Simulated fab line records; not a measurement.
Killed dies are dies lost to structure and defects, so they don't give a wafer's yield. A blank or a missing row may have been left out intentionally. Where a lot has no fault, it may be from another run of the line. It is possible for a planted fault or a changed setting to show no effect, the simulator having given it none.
fab line records    flow sky130
record lots=5  wafers=15  lastDay=50
route steps=708 shown POLY_GATE@229 LDD_N@237 LDD_P@255 LDD_HVN@267
lots with no fault: from the same line, run without faults
startH: start of the lot's first displayed wafer, in hours after the record's first day    waitH: hours elapsed since this lot's preceding step    " unchanged from the row above    L1.1+2: one row covering several wafers at once    - no value present, or no start provided    * or withheld: withheld    < > ~ a bound
route shown NAME@n: a module of which the file shows steps, and the number in the route of the first    usual: the fault-free wafers' mean and standard deviation    same: alike in all rows    chamber/n: place in a boat    sites: readings site by site    _std_site: standard deviation of those values    _edge_site: mean of outer sites minus mean of inner sites    radiusMm: how far each site lies from the wafer's centre    mask NAME#n: copy n    behind: the last tool/chamber to shape the wafer    hold: why the lot went on hold/how many hours it stayed there/how the hold came to an end    device: which transistor (n, p or np) failed to switch    end of line: the tests these same wafers got at the end of their route    a step with no rows: only its recipe    killed: dies lost to structure and defects at the first sort, not the wafer's yield    map: per-die view of a wafer (x killed, . not killed, _ where there is no die)
set.NAME: the setting the step ran with; set.NAME@STEP: the setting that earlier step ran with    model.NAME: the simulator's own value behind a step, which no gauge read
a table for each step, a row for each wafer; lots at some steps of the route
services: the hour from which a tool's chamber was out of use, counted from the record's first day as startH (under 0 if before that day), plus the number of hours and why
## steps
# step SKY_POLY_GATE_ETCH_15
# recipe chemistry=N2/H2  target=BARC  ionEnergyEv=200  sourceW=500  biasW=100  pressureMtorr=30  n2FlowSccm=100  h2FlowSccm=200  stopOn=SiO2  timeS=118.5  targetDepthA=1100
# usual chamberPressureMTorr=30.002/0.026  drypumpMotorCurrentA=5.7/0.58  n2FlowSccm=100.0/0.3  oesProductAu=0.717/0.0042  throttleValvePct=13.213/0.0087
lot.wafer  tool        chamber  startH  waitH  chamberPressureMTorr  drypumpMotorCurrentA  n2FlowSccm  oesProductAu  rfHoursCounterH  throttleValvePct
L409.1     rieDiel-02  1        375.68  0.0    30.034                5.6                   100.1       0.720         93               13.215
L409.2     "           0        "       "      30.037                6.3                   99.9        0.715         3                13.215
L409.4     "           2        "       "      29.994                5.5                   99.8        0.718         6                13.212
L417.1     rieDiel-04  1        469.94  0.0    30.004                6.3                   99.9        0.719         48               13.216
L417.4     "           3        "       "      29.975                5.2                   100.5       0.714         7                13.222
L417.5     "           2        "       "      30.012                5.0                   99.7        0.720         -                13.209
L419.1     rieDiel-03  0        476.84  0.0    30.002                6.3                   99.7        0.713         12               13.211
L419.4     "           3        "       "      29.956                5.2                   99.9        0.722         -                13.209
L419.5     "           0        "       "      29.994                6.3                   100.1       0.713         -                13.216
L423.1     rieDiel-04  3        518.04  0.0    30.017                5.2                   100.0       0.712         8                13.200
L423.2     "           1        "       "      29.990                6.3                   100.0       0.709         49               13.218
L423.4     "           2        "       "      29.979                5.0                   100.2       0.724         2                13.201
L426.2     rieDiel-02  0        527.59  0.0    29.991                6.3                   99.8        0.718         6                13.214
L426.3     "           2        "       "      29.980                5.6                   99.9        0.712         9                13.202
L426.4     "           0        "       "      29.977                6.3                   99.5        0.716         -                13.218
# step SKY_POLY_GATE_ETCH_16
# recipe stopOn=poly-Si  chemistry=CH3F/O2  target=Si3N4  sourceW=400  biasW=80  pressureMtorr=25  ch3fFlowSccm=40  O2_flow_sccm=30  timeS=147.5  targetDepthA=750
# usual ch3fFlowSccm=39.98/0.12  chamberPressureMTorr=25.003/0.02  drypumpMotorCurrentA=5.7/0.58  oesProductAu=0.641/0.0046  throttleValvePct=10.536/0.0089
lot.wafer  tool        chamber  startH  waitH  ch3fFlowSccm  chamberPressureMTorr  drypumpMotorCurrentA  oesProductAu  rfHoursCounterH  throttleValvePct
L409.1     rieDiel-02  1        375.76  0.0    40.05         24.982                5.5                   0.636         93               10.512
L409.2     "           0        "       "      39.98         25.020                6.3                   0.633         3                10.532
L409.4     "           2        "       "      40.03         24.998                5.5                   0.636         6                10.526
L417.1     rieDiel-04  1        470.02  0.0    39.93         24.983                6.3                   0.642         48               10.537
L417.4     "           3        "       "      39.73         25.017                5.2                   0.636         7                10.543
L417.5     "           2        "       "      40.01         25.039                5.0                   0.641         -                10.529
L419.1     rieDiel-03  0        476.92  0.0    40.19         24.972                6.3                   0.651         12               10.527
L419.4     "           3        "       "      39.92         24.990                5.2                   0.639         -                10.536
L419.5     "           0        "       "      40.14         25.023                6.3                   0.640         -                10.543
L423.1     rieDiel-04  3        518.12  0.0    40.12         25.008                5.2                   0.644         8                10.537
L423.2     "           1        "       "      39.91         25.047                6.2                   0.640         49               10.526
L423.4     "           2        "       "      40.00         24.976                5.0                   0.644         2                10.538
L426.2     rieDiel-02  0        527.67  0.0    39.99         25.047                6.3                   0.633         6                10.545
L426.3     "           2        "       "      39.84         24.996                5.5                   0.641         10               10.536
L426.4     "           0        "       "      40.17         25.012                6.3                   0.640         -                10.539
# step SKY_POLY_GATE_ETCH_17
# recipe targetDepthNm=180  stopOn=SiO2  overEtchFrac=0.56667  chemistry=HBr/Cl2  target=poly-Si  icpW=400  biasW=100  pressureMtorr=10  HBr_flow_sccm=150  Cl2_flow_sccm=50  timeS=70.5
# usual chamberPressureMTorr=10.001/0.0092  drypumpMotorCurrentA=5.6/0.5  heBacksideLeakSccm=2.66/0.22  mfcCl2Sccm=50.02/0.15  oesProductAu=0.988/0.0075  throttleValvePct=33.684/0.0092
lot.wafer  tool      chamber  startH  waitH  chamberPressureMTorr  drypumpMotorCurrentA  heBacksideLeakSccm  mfcCl2Sccm  oesProductAu  rfHoursCounterH  throttleValvePct
L409.1     rieSi-01  3        375.86  0.0    10.003                5.3                   2.95                49.97       1.001         76               33.687
L409.2     "         2        "       "      9.985                 6.7                   2.75                49.99       1.010         16               33.699
L409.4     "         2        "       "      9.995                 6.7                   2.60                50.10       1.001         -                33.694
L417.1     rieSi-01  1        470.12  0.0    10.011                5.5                   2.67                50.11       0.982         2                33.686
L417.4     "         3        "       "      10.006                5.3                   2.85                49.88       0.983         0                33.684
L417.5     "         2        "       "      9.996                 6.7                   2.38                50.08       0.997         -                33.680
L419.1     rieSi-01  0        477.02  0.0    10.004                5.0                   2.31                50.01       0.980         1                33.707
L419.4     "         3        "       "      9.998                 5.3                   2.85                50.16       0.980         0                33.680
L419.5     "         0        "       "      10.011                5.0                   2.43                49.76       0.980         -                33.689
L423.1     rieSi-02  0        518.22  0.0    9.989                 5.9                   2.72                50.03       0.981         0                33.695
L423.2     "         2        "       "      9.990                 5.2                   2.81                49.99       0.983         3                33.684
L423.4     "         1        "       "      10.005                5.5                   2.56                50.04       0.979         4                33.676
L426.2     rieSi-02  1        527.77  0.0    10.011                5.5                   2.61                50.11       0.987         4                33.683
L426.3     "         3        "       "      9.991                 5.7                   2.76                50.12       0.986         5                33.690
L426.4     "         2        "       "      10.004                5.1                   2.95                49.83       0.979         3                33.675
# step SKY_POLY_GATE_STRIP_18
# recipe chemistry=O2/N2  powerW=1400  pressureMtorr=1500  platenTempC=withheld  o2FlowSccm=3000  n2FlowSccm=300  overashFraction=0.5
# usual chamberPressureMTorr=1500.0/1.5  drypumpMotorCurrentA=5.7/0.33  n2FlowSccm=300.1/0.87  oesProductAu=0.360/0.0048  stripTimeToEndpointS=3.149/0.03
lot.wafer  tool            chamber  startH  waitH  chamberPressureMTorr  drypumpMotorCurrentA  n2FlowSccm  oesProductAu  rfHoursCounterH  stripTimeToEndpointS
L409.1     plasmaAsher-04  0        375.92  0.0    1500.1                5.7                   299.4       0.359         23               3.133
L409.2     "               1        "       "      1498.3                5.3                   300.0       0.352         23               3.088
L409.4     "               1        "       "      1498.4                5.3                   300.2       0.356         -                3.089
L417.1     plasmaAsher-01  1        470.18  0.0    1498.9                5.8                   300.3       0.362         64               3.210
L417.4     "               1        "       "      1502.1                5.8                   299.4       0.361         -                3.177
L417.5     "               1        "       "      1499.5                5.8                   299.5       0.356         -                3.127
L419.1     plasmaAsher-01  0        477.08  0.0    1501.0                6.3                   301.3       0.355         64               3.154
L419.4     "               1        "       "      1499.1                5.8                   300.5       0.366         -                3.151
L419.5     "               0        "       "      1499.8                6.3                   300.2       0.364         -                3.172
L423.1     plasmaAsher-04  0        518.28  0.0    1499.2                5.7                   300.6       0.359         40               3.144
L423.2     "               1        "       "      1499.3                5.3                   298.9       0.367         40               3.195
L423.4     "               1        "       "      1504.4                5.3                   298.9       0.362         -                3.162
L426.2     plasmaAsher-02  0        527.83  0.0    1499.2                5.9                   299.6       0.357         79               3.196
L426.3     "               1        "       "      1498.9                5.7                   299.9       0.363         -                3.124
L426.4     "               0        "       "      1501.5                5.9                   298.6       0.363         -                3.184
# step SKY_POLY_GATE_CLEAN_19
# recipe chemistry=SC1/SC2  mix=1:4:20  tempC=70  timeS=150  dry=n2Spin
# step SKY_POLY_GATE_OXIDATION_20
# recipe tempC=850  ambient=O2  stabiliseS=600  purgeS=300  targetThkA=40  oxTimeS=899
# step SKY_POLY_GATE_THK_MEAS_21
# recipe reads=SiO2_of_POLY_GATE_OXIDATION_20
# usual POLY_GATE_OXIDATION_THK=3.95/0.082
lot.wafer  tool          chamber  startH  waitH  POLY_GATE_OXIDATION_THK[nm]
L409.1     filmMetro-02  -        378.96  0.1    4.04
L409.2     "             -        "       "      4.00
L409.4     "             -        "       "      3.99
L417.1     filmMetro-04  -        471.57  0.0    4.05
L417.4     "             -        "       "      3.98
L417.5     "             -        "       "      4.08
L419.1     filmMetro-02  -        478.48  0.0    4.03
L419.4     "             -        "       "      3.90
L419.5     "             -        "       "      3.90
L423.1     filmMetro-03  -        519.68  0.0    4.13
L423.2     "             -        "       "      4.09
L423.4     "             -        "       "      4.11
L426.2     filmMetro-03  -        529.24  0.0    3.91
L426.3     "             -        "       "      3.92
L426.4     "             -        "       "      3.90
# step SKY_POLY_GATE_CD_MEAS_22
# usual cdNm=150.0/2.6
lot.wafer  tool      chamber  startH  waitH  cdNm
L409.1     cdSem-01  -        379.02  0.1    150.6
L409.2     "         -        "       "      152.6
L409.4     "         -        "       "      152.3
L417.1     cdSem-02  -        471.63  0.1    153.7
L417.4     "         -        "       "      151.1
L417.5     "         -        "       "      155.3
L419.1     cdSem-02  -        478.54  0.1    149.6
L419.4     "         -        "       "      149.9
L419.5     "         -        "       "      150.3
L423.1     cdSem-02  -        519.74  0.1    149.3
L423.2     "         -        "       "      150.1
L423.4     "         -        "       "      154.3
L426.2     cdSem-02  -        529.31  0.1    152.7
L426.3     "         -        "       "      149.4
L426.4     "         -        "       "      151.6
# step SKY_LDD_N_DEHYDRATE_00
# recipe tempC=200  timeS=60
# step SKY_LDD_N_HMDS_01
# recipe primeTimeS=60  primeTempC=120
# step SKY_LDD_N_COAT_02
# recipe resist=NOVOLAK  spinRpm=3000  resistThkNm=300
# step SKY_LDD_N_SOFTBAKE_03
# recipe tempC=90  timeS=60  resist=NOVOLAK
# step SKY_LDD_N_EXPOSE_04
# recipe maskId=NTM  targetCdNm=840  na=0.6  sourceShape=conventional  sigmaOuter=0.6  doseMj=110
# usual exposureDoseMJCm2=109.99/0.11
lot.wafer  tool             chamber  startH  waitH  mask    exposureDoseMJCm2
L409.1     ilineStepper-02  0        392.62  -      NTM#0   110.12
L409.2     "                0        "       "      NTM#0   109.96
L409.4     "                0        "       "      NTM#0   110.07
L417.1     ilineStepper-01  0        487.25  -      PSDM#0  110.04
L417.4     "                0        "       "      PSDM#0  109.99
L417.5     "                0        "       "      PSDM#0  109.99
L419.1     ilineStepper-02  0        493.48  -      NTM#0   110.12
L419.4     "                0        "       "      NTM#0   109.81
L419.5     "                0        "       "      NTM#0   109.91
L423.1     ilineStepper-02  0        534.86  -      NTM#0   110.19
L423.2     "                0        "       "      NTM#0   109.97
L423.4     "                0        "       "      NTM#0   110.10
L426.2     ilineStepper-01  0        544.36  -      NTM#0   109.90
L426.3     "                0        "       "      NTM#0   109.88
L426.4     "                0        "       "      NTM#0   110.10
# step SKY_LDD_N_PEB_05
# recipe tempC=withheld  timeS=*  resist=NOVOLAK
# step SKY_LDD_N_DEVELOP_06
# recipe developTimeS=60  devTempC=23
# step SKY_LDD_N_OVL_MEAS_07
# usual LDD_N_OVL=0.2/2
lot.wafer  tool        chamber  startH  waitH  LDD_N_OVL[nm]
L409.1     overlay-01  -        407.58  0.1    1.2
L409.2     "           -        "       "      2.6
L409.4     "           -        "       "      2.2
L417.1     overlay-02  -        502.32  0.1    -
L417.4     "           -        "       "      -
L417.5     "           -        "       "      -
L419.1     overlay-01  -        509.08  0.1    0.6
L419.4     "           -        "       "      1.2
L419.5     "           -        "       "      2.2
L423.1     overlay-01  -        549.73  0.1    -0.2
L423.2     "           -        "       "      1.0
L423.4     "           -        "       "      1.4
L426.2     overlay-01  -        558.98  0.1    -0.6
L426.3     "           -        "       "      -1.3
L426.4     "           -        "       "      -0.6
# step SKY_LDD_N_IMPLANT_08
# recipe species=As  energyKev=20  doseCm2=7.5e+13  tiltDeg=withheld  rotationDeg=23
# step SKY_LDD_N_IMPLANT_09
# recipe species=As  energyKev=20  doseCm2=7.5e+13  tiltDeg=withheld  rotationDeg=113
# step SKY_LDD_N_IMPLANT_10
# recipe species=As  energyKev=20  doseCm2=7.5e+13  tiltDeg=withheld  rotationDeg=203
# step SKY_LDD_N_IMPLANT_11
# recipe species=As  energyKev=20  doseCm2=7.5e+13  tiltDeg=withheld  rotationDeg=293
# step SKY_LDD_N_IMPLANT_12
# recipe species=BF2  energyKev=50  doseCm2=5e+12  tiltDeg=30  rotationDeg=0
# step SKY_LDD_N_IMPLANT_13
# recipe species=BF2  energyKev=50  doseCm2=5e+12  tiltDeg=30  rotationDeg=90
# step SKY_LDD_N_IMPLANT_14
# recipe species=BF2  energyKev=50  doseCm2=5e+12  tiltDeg=30  rotationDeg=180
# step SKY_LDD_N_IMPLANT_15
# recipe species=BF2  energyKev=50  doseCm2=5e+12  tiltDeg=30  rotationDeg=270
# step SKY_LDD_N_STRIP_16
# recipe chemistry=O2/N2  powerW=1400  pressureMtorr=1500  platenTempC=withheld  o2FlowSccm=3000  n2FlowSccm=300  overashFraction=0.5
# usual chamberPressureMTorr=1500.0/1.5  drypumpMotorCurrentA=5.66/0.22  n2FlowSccm=300.0/0.97  oesProductAu=0.407/0.0043  stripTimeToEndpointS=4.309/0.016
lot.wafer  tool            chamber  startH  waitH  chamberPressureMTorr  drypumpMotorCurrentA  n2FlowSccm  oesProductAu  rfHoursCounterH  stripTimeToEndpointS
L409.1     plasmaAsher-03  0        408.82  0.1    1500.7                5.37                  300.3       0.407         72               4.287
L409.2     "               1        "       "      1500.4                5.81                  300.0       0.405         72               4.304
L409.4     "               1        "       "      1500.7                5.80                  299.8       0.409         -                4.298
L417.1     plasmaAsher-02  1        503.56  0.1    1501.1                5.74                  300.0       0.408         77               4.311
L417.4     "               0        "       "      1498.9                5.88                  298.5       0.408         -                4.309
L417.5     "               1        "       "      1497.1                5.74                  299.9       0.408         -                4.300
L419.1     plasmaAsher-03  0        510.31  0.1    1499.5                5.42                  300.2       0.409         7                4.298
L419.4     "               0        "       "      1498.7                5.41                  299.0       0.405         -                4.320
L419.5     "               0        "       "      1499.7                5.48                  299.1       0.411         -                4.316
L423.1     plasmaAsher-02  0        550.96  0.1    1500.2                5.90                  299.1       0.407         82               4.318
L423.2     "               1        "       "      1501.2                5.75                  298.7       0.402         82               4.335
L423.4     "               0        "       "      1500.7                5.91                  298.8       0.408         -                4.307
L426.2     plasmaAsher-02  1        560.21  0.1    1500.2                5.72                  301.1       0.407         83               4.318
L426.3     "               0        "       "      1498.1                5.91                  299.8       0.403         -                4.326
L426.4     "               1        "       "      1499.0                5.73                  299.5       0.409         -                4.308
# step SKY_LDD_N_TW_MEAS_17
# usual LDD_N_TW=2599/19
lot.wafer  tool          chamber  startH  waitH  LDD_N_TW
L409.1     filmMetro-01  -        408.92  0.1    2604
L409.2     "             -        "       "      2619
L409.4     "             -        "       "      2622
L417.1     filmMetro-04  -        503.66  0.1    30
L417.4     "             -        "       "      30
L417.5     "             -        "       "      30
L419.1     filmMetro-04  -        510.41  0.1    2613
L419.4     "             -        "       "      2608
L419.5     "             -        "       "      2607
L423.1     filmMetro-04  -        551.06  0.1    2612
L423.2     "             -        "       "      2615
L423.4     "             -        "       "      2604
L426.2     filmMetro-01  -        560.32  0.1    2620
L426.3     "             -        "       "      2604
L426.4     "             -        "       "      2625
# step SKY_LDD_P_DEHYDRATE_00
# recipe tempC=200  timeS=60
# step SKY_LDD_P_HMDS_01
# recipe primeTimeS=60  primeTempC=120
# step SKY_LDD_P_COAT_02
# recipe resist=NOVOLAK  spinRpm=3000  resistThkNm=1140
# step SKY_LDD_P_SOFTBAKE_03
# recipe tempC=90  timeS=60  resist=NOVOLAK
# step SKY_LDD_P_EXPOSE_04
# recipe maskId=PSDM  na=0.6  sourceShape=conventional  sigmaOuter=0.6  polarization=unpolarized  targetCdNm=380  doseMj=138
# step SKY_LDD_P_PEB_05
# recipe tempC=withheld  timeS=*  resist=NOVOLAK
# step SKY_LDD_P_DEVELOP_06
# recipe resist=NOVOLAK  developer=TMAH  developTimeS=60  devTempC=23
# step SKY_LDD_P_CD_MEAS_07
# recipe targetCdNm=380
# usual cdNm=380.6/2.5
lot.wafer  tool      chamber  startH  waitH  cdNm
L409.1     cdSem-01  -        439.38  0.1    379.3
L409.2     "         -        "       "      380.0
L409.4     "         -        "       "      378.7
L417.1     cdSem-02  -        533.23  0.1    379.0
L417.4     "         -        "       "      381.4
L417.5     "         -        "       "      383.5
L419.1     cdSem-01  -        539.93  0.1    378.0
L419.4     "         -        "       "      377.4
L419.5     "         -        "       "      374.9
L423.1     cdSem-01  -        580.93  0.1    383.5
L423.2     "         -        "       "      381.9
L423.4     "         -        "       "      383.0
L426.2     cdSem-02  -        590.50  0.1    379.6
L426.3     "         -        "       "      381.3
L426.4     "         -        "       "      381.4
# step SKY_LDD_P_OVL_MEAS_08
# usual LDD_P_OVL=-1.4/1.3
lot.wafer  tool        chamber  startH  waitH  LDD_P_OVL[nm]
L409.1     overlay-02  -        439.50  0.1    -1.3
L409.2     "           -        "       "      -0.6
L409.4     "           -        "       "      -1.0
L417.1     overlay-02  -        533.35  0.1    -1.2
L417.4     "           -        "       "      -1.3
L417.5     "           -        "       "      -2.5
L419.1     overlay-01  -        540.05  0.1    -0.3
L419.4     "           -        "       "      0.1
L419.5     "           -        "       "      1.0
L423.1     overlay-02  -        581.05  0.1    -1.5
L423.2     "           -        "       "      -1.6
L423.4     "           -        "       "      -2.2
L426.2     overlay-02  -        590.61  0.1    -1.7
L426.3     "           -        "       "      -1.9
L426.4     "           -        "       "      -2.0
# step SKY_LDD_P_IMPLANT_09
# recipe species=BF2  energyKev=25  doseCm2=1e+13  tiltDeg=withheld
# step SKY_LDD_P_STRIP_10
# recipe chemistry=O2/N2  powerW=1400  pressureMtorr=1500  platenTempC=withheld  o2FlowSccm=3000  n2FlowSccm=300  overashFraction=0.5
# step SKY_LDD_P_TW_MEAS_11
# usual LDD_P_TW=637/4
lot.wafer  tool          chamber  startH  waitH  LDD_P_TW
L409.1     filmMetro-03  -        439.79  0.1    639
L409.2     "             -        "       "      633
L409.4     "             -        "       "      636
L417.1     filmMetro-02  -        533.64  0.1    2602
L417.4     "             -        "       "      2596
L417.5     "             -        "       "      2596
L419.1     filmMetro-02  -        540.34  0.1    637
L419.4     "             -        "       "      641
L419.5     "             -        "       "      637
L423.1     filmMetro-03  -        581.34  0.1    635
L423.2     "             -        "       "      635
L423.4     "             -        "       "      634
L426.2     filmMetro-03  -        590.90  0.1    634
L426.3     "             -        "       "      635
L426.4     "             -        "       "      635
# step SKY_LDD_HVN_DEHYDRATE_00
# recipe tempC=200  timeS=60
## services
tool             chamber  startH  hours  kind
rieDiel-04       2        369.39  3.5    repair
rieSi-02         -        370.51  2.8    pm
ilineStepper-02  -        393.26  0.7    repair
plasmaAsher-01   -        394.54  1.0    repair
plasmaAsher-02   -        396.30  31.3   pm
plasmaAsher-03   -        421.25  9.0    pm
rieDiel-03       -        422.04  0.5    repair
rieSi-02         2        427.23  8.3    repair
plasmaAsher-04   -        427.30  2.5    repair
ilineStepper-02  -        430.87  1.7    pm
rieDiel-04       1        431.75  2.6    repair
rieSi-02         0        449.50  6.2    repair
ilineStepper-01  -        459.32  1.7    pm
plasmaAsher-02   -        460.99  2.3    repair
ilineStepper-01  -        467.64  8.9    repair
rieDiel-02       3        475.34  3.1    repair
rieDiel-04       1        478.60  14.3   repair
rieSi-01         -        508.48  2.8    pm
rieDiel-02       -        514.84  1.1    repair
ilineStepper-02  -        520.03  10.5   repair
rieDiel-02       -        522.40  1.0    repair
rieDiel-02       3        526.44  21.2   repair
rieSi-01         -        541.12  4.3    pm
rieDiel-04       -        559.06  2.8    pm
## key
firstSign step=SKY_LDD_N_EXPOSE_04  reading=mask  direction=changed
effect step=SKY_LDD_N_OVL_MEAS_07  reading=LDD_N_OVL  direction=missing
effect step=SKY_LDD_N_TW_MEAS_17  reading=LDD_N_TW  direction=down  sigmas=99+  usual=2599  struck=30
effect step=SKY_LDD_P_TW_MEAS_11  reading=LDD_P_TW  direction=up  sigmas=99+  usual=637  struck=2598
metAt SKY_LDD_N_EXPOSE_04
struckWafers L417.1,L417.4,L417.5
sortLeftOut L417.1,L417.4,L417.5
testerLeftOut L417
fault kind=wrongMask  tool=any  chamber=-  onsetH=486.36  steps=SKY_LDD_N_EXPOSE_04  auxCopy=PSDM#0  scope=struckLotsOnly
# testerLeftOut: of these lots the tester's yield and bins aren't shown, on N5 and GAA mostly nor the transistor test; their killed dies are dies lost to structure and defects alone, not to doping, threshold or leakage, so they don't give the yield
# sortLeftOut: the simulated sort isn't trusted on such a fault, so these wafers' sort isn't shown, and their yield isn't known
